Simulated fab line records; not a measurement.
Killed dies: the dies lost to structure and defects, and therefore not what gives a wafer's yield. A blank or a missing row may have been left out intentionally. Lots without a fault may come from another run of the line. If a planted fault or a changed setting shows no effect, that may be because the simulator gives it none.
Struck lot and sound lot, side by side / flow sky130 / 20 steps out of a route of 708
Sound: the wafers L929.1, L929.3, L929.6. Struck: wafers L938.1, L938.2, L938.4. Last of all comes the cause.
At each step with rows: each side's tool, then ch and its chambers, then its first start. Under that, the readings that differ: sound wafers / struck wafers / difference of the means / sigmas: that difference in standard deviations of wafers without a fault.
alike: readings with means less than 2 such deviations apart, plus words and numbers identical on both sides. not compared: withheld readings, readings lacking a value on some wafer, bounds such as >300 that could conceal the same value, and numbers that have no deviation in the record and whose values overlap.
A row with sigmas, a row that says differs or no value, or rows on one side alone: a step with any of these is where the two part. Non-overlapping numbers with no deviation appear without sigmas and do not part them. A reading that every wafer of one side lacks parts them only if that side has two wafers or more.

first, 4 steps without rows for these wafers: SKY_LDD_HVN_SOFTBAKE_03 (time 60 s); SKY_LDD_HVN_EXPOSE_04 (exposes mask HVNTM, target cd 700 nm); SKY_LDD_HVN_PEB_05; SKY_LDD_HVN_DEVELOP_06 (develop time 60 s).
SKY_LDD_HVN_OVL_MEAS_07:
  sound on overlay-01 at day 21 14:58; struck on overlay-02 at day 25 03:29
  alike: LDD_HVN_OVL
then, 1 step without rows for these wafers: SKY_LDD_HVN_IMPLANT_08.
SKY_LDD_HVN_STRIP_09: strips in O2/N2.
  sound on plasma asher-01 ch 1, day 21 15:10; struck on plasma asher-03 ch 0,1, day 25 03:41
  alike: drypump motor current A, n2 flow sccm, o2 flow sccm, oes product au, strip time to endpoint s
  not compared: rf hours counter h
SKY_LDD_HVN_TW_MEAS_10:
  sound on film metro-03 at day 21 15:16; struck on film metro-01 at day 25 03:47
  alike: LDD_HVN_TW
then, 4 steps without rows for these wafers: SKY_LDD_HVP_DEHYDRATE_00 (time 60 s); SKY_LDD_HVP_HMDS_01 (prime time 60 s); SKY_LDD_HVP_COAT_02 (resist thk 300 nm); SKY_LDD_HVP_SOFTBAKE_03 (time 60 s).
SKY_LDD_HVP_EXPOSE_04: exposes mask HVPTM, target cd 700 nm.
  sound on iline stepper-01 ch 0, day 22 07:01; struck on iline stepper-01 ch 0, day 25 18:32
reading=mask; sound=HVPTM#0 HVPTM#0 HVPTM#0; struck=LDNTM#0 LDNTM#0 LDNTM#0; difference=differs; sigmas=
  alike: exposure dose mJ cm2, focus offset nm
then, 2 steps without rows for these wafers: SKY_LDD_HVP_PEB_05; SKY_LDD_HVP_DEVELOP_06 (develop time 60 s).
SKY_LDD_HVP_OVL_MEAS_07:
  sound on overlay-01 at day 22 21:42; struck on overlay-01 at day 26 08:57
reading=LDD_HVP_OVL (nm); sound=-1.0 0.0 -0.9; struck=- - -; difference=no value on the struck wafers; sigmas=
then, 1 step without rows for these wafers: SKY_LDD_HVP_IMPLANT_08.
SKY_LDD_HVP_STRIP_09: strips in O2/N2.
  sound on plasma asher-03 ch 0,1, day 22 21:53; struck on plasma asher-02 ch 0,1, day 26 09:08
reading=strip time to endpoint s (s); sound=4.150 4.153 4.136; struck=4.091 4.116 4.142; difference=-0.030; sigmas=-2
  alike: drypump motor current A, n2 flow sccm, o2 flow sccm, oes product au
  not compared: rf hours counter h
SKY_LDD_HVP_TW_MEAS_10:
  sound on film metro-01 at day 22 21:59; struck on film metro-02 at day 26 09:14
reading=LDD_HVP_TW; sound=451 451 450; struck=30 30 30; difference=-421; sigmas=-99 or more
then, 1 step without rows for these wafers: SKY_LDD_LDN_DEHYDRATE_00 (time 60 s).

WHERE THEY PART
First at SKY_LDD_HVP_EXPOSE_04; last, within this record, at SKY_LDD_HVP_TW_MEAS_10.

WHY: whatever the simulator had introduced
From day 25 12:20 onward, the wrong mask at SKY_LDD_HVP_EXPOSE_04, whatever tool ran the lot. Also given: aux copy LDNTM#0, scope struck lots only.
